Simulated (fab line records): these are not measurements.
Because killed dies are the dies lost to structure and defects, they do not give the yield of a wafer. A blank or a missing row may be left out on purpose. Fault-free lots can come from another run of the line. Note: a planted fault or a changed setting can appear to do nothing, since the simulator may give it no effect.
Tool commonality check | flow gf180mcu | Lots sampled 13, wafers sampled 39

== WHY IT WAS OPENED ==
3 of 13 lots carry a flag on the reading NSD_RS at GF_PSD_RS_MEAS_14. No-fault wafers: 46.17 ohm/sq, standard deviation 0.11.
Rule: a lot is flagged in two cases, either no wafer of it has a number, or all its wafers with numbers fall more than 4 standard deviations from that mean. The other lots count as sound.

lot  | measured     | on           | NSD_RS (ohm/sq), wafer by wafer | flag
L601 | day 14 08:19 | filmMetro-03 | 45.97 45.94 46.01               | 
L602 | day 14 16:01 | filmMetro-03 | 46.13 46.13 46.12               | 
L603 | day 14 23:34 | filmMetro-04 | 46.13 46.21 46.28               | 
L605 | day 15 19:05 | filmMetro-04 | 46.30 46.29 46.28               | 
L608 | day 16 18:28 | filmMetro-03 | 46.07 46.18 46.20               | 
L610 | day 17 09:47 | filmMetro-03 | 45.01 44.97 45.10               | FLAGGED
L611 | day 17 15:23 | filmMetro-03 | 45.01 45.08 44.96               | FLAGGED
L614 | day 18 16:19 | filmMetro-04 | 46.32 46.20 46.23               | 
L615 | day 19 03:17 | filmMetro-02 | 45.18 45.07 45.09               | FLAGGED
L617 | day 20 05:04 | filmMetro-03 | 46.01 45.98 46.12               | 
L620 | day 21 13:48 | filmMetro-02 | 46.20 46.11 46.13               | 
L623 | day 22 02:58 | filmMetro-04 | 46.28 46.31 46.30               | 
L624 | day 22 16:54 | filmMetro-03 | 46.20 46.22 46.19               | 
Average over the flagged lots: 45.05 ohm/sq; offset from the usual -1.12 ohm/sq, equal to -10 standard deviations.

== WHICH TOOL RAN EACH LOT ==
3 process steps preceding the reading are held in the record, out of 602 steps in the route. Each cell gives the tool, then ch followed by the chambers the sampled wafers passed through, then the start.
lot  | flag    | GF_HV_LDD_RTA_52                | GF_NSD_IMPLANT_09               | GF_NSD_STRIP_11
L601 |         | rtpAnneal-01 ch 0, day 12 12:52 | implanter-01 ch 0, day 13 11:01 | plasmaAsher-02 ch 0,1, day 13 11:19
L602 |         | rtpAnneal-02 ch 0, day 12 20:30 | implanter-03 ch 0, day 13 19:32 | plasmaAsher-02 ch 0,1, day 13 19:58
L603 |         | rtpAnneal-01 ch 0, day 13 03:58 | implanter-01 ch 0, day 14 03:26 | plasmaAsher-02 ch 0,1, day 14 03:44
L605 |         | rtpAnneal-02 ch 0, day 13 22:20 | implanter-03 ch 0, day 14 20:56 | plasmaAsher-04 ch 0,1, day 14 21:14
L608 |         | rtpAnneal-01 ch 0, day 14 19:52 | implanter-01 ch 0, day 15 19:53 | plasmaAsher-03 ch 0,1, day 15 20:11
L610 | FLAGGED | rtpAnneal-01 ch 0, day 15 11:22 | implanter-01 ch 0, day 16 11:11 | plasmaAsher-02 ch 0,1, day 16 11:28
L611 | FLAGGED | rtpAnneal-02 ch 0, day 15 16:58 | implanter-01 ch 0, day 16 17:23 | plasmaAsher-02 ch 0,1, day 16 17:41
L614 |         | rtpAnneal-01 ch 0, day 16 16:20 | implanter-03 ch 0, day 17 16:26 | plasmaAsher-04 ch 0,1, day 17 16:44
L615 | FLAGGED | rtpAnneal-02 ch 0, day 17 02:14 | implanter-01 ch 0, day 18 02:25 | plasmaAsher-04 ch 0,1, day 18 02:43
L617 |         | rtpAnneal-02 ch 0, day 17 23:44 | implanter-03 ch 0, day 19 04:10 | plasmaAsher-02 ch 0,1, day 19 04:26
L620 |         | rtpAnneal-02 ch 0, day 19 10:07 | implanter-01 ch 0, day 20 13:10 | plasmaAsher-02 ch 0,1, day 20 13:26
L623 |         | rtpAnneal-02 ch 0, day 19 21:53 | implanter-01 ch 0, day 21 02:22 | plasmaAsher-03 ch 0,1, day 21 02:40
L624 |         | rtpAnneal-01 ch 0, day 20 14:24 | implanter-04 ch 0, day 21 17:33 | plasmaAsher-04 ch 0,1, day 21 17:49
These steps, and what they do:
- GF_HV_LDD_RTA_52: time 10 s.
- GF_NSD_IMPLANT_09
- GF_NSD_STRIP_11: strips in O2/N2.
- GF_PSD_RS_MEAS_14: measures by four-point-probe.

== FLAGGED AGAINST TOTAL, ONE TOOL AT A TIME (gauges that did the reading follow at the end) ==
step              | tool           | lots run | flagged | share of the flagged lots | sound lots run after its first flagged lot
GF_HV_LDD_RTA_52  | rtpAnneal-01   | 6        | 1       | some                      | 2 (L614,L624)
GF_HV_LDD_RTA_52  | rtpAnneal-02   | 7        | 2       | some                      | 3 (L617,L620,L623)
GF_NSD_IMPLANT_09 | implanter-01   | 8        | 3       | all                       | 2 (L620,L623)
GF_NSD_IMPLANT_09 | implanter-03   | 4        | 0       | none                      | -
GF_NSD_IMPLANT_09 | implanter-04   | 1        | 0       | none                      | -
GF_NSD_STRIP_11   | plasmaAsher-02 | 7        | 2       | some                      | 2 (L617,L620)
GF_NSD_STRIP_11   | plasmaAsher-03 | 2        | 0       | none                      | -
GF_NSD_STRIP_11   | plasmaAsher-04 | 4        | 1       | some                      | 1 (L624)
GF_PSD_RS_MEAS_14 | filmMetro-02   | 2        | 1       | some                      | 1 (L620)
GF_PSD_RS_MEAS_14 | filmMetro-03   | 7        | 2       | some                      | 2 (L617,L624)
GF_PSD_RS_MEAS_14 | filmMetro-04   | 4        | 0       | none                      | -

== WHAT IS ALLOWED BY THE TABLE ==
In the table, 1 row covers all flagged lots: implanter-01 at GF_NSD_IMPLANT_09.
- implanter-01 at GF_NSD_IMPLANT_09 ran 8 lots, 3 of them flagged. Sound lots followed the first flagged one (L620, L623) on it, something a lasting fault affecting the whole tool could not allow. Its own readings (beamEnergyKeV) fall more than 4 standard deviations out on all wafers of the flagged lots.
There is no row in the table that ran each flagged lot and no sound lot after the first.

== WHAT WAS PUT IN BY THE SIMULATOR ==
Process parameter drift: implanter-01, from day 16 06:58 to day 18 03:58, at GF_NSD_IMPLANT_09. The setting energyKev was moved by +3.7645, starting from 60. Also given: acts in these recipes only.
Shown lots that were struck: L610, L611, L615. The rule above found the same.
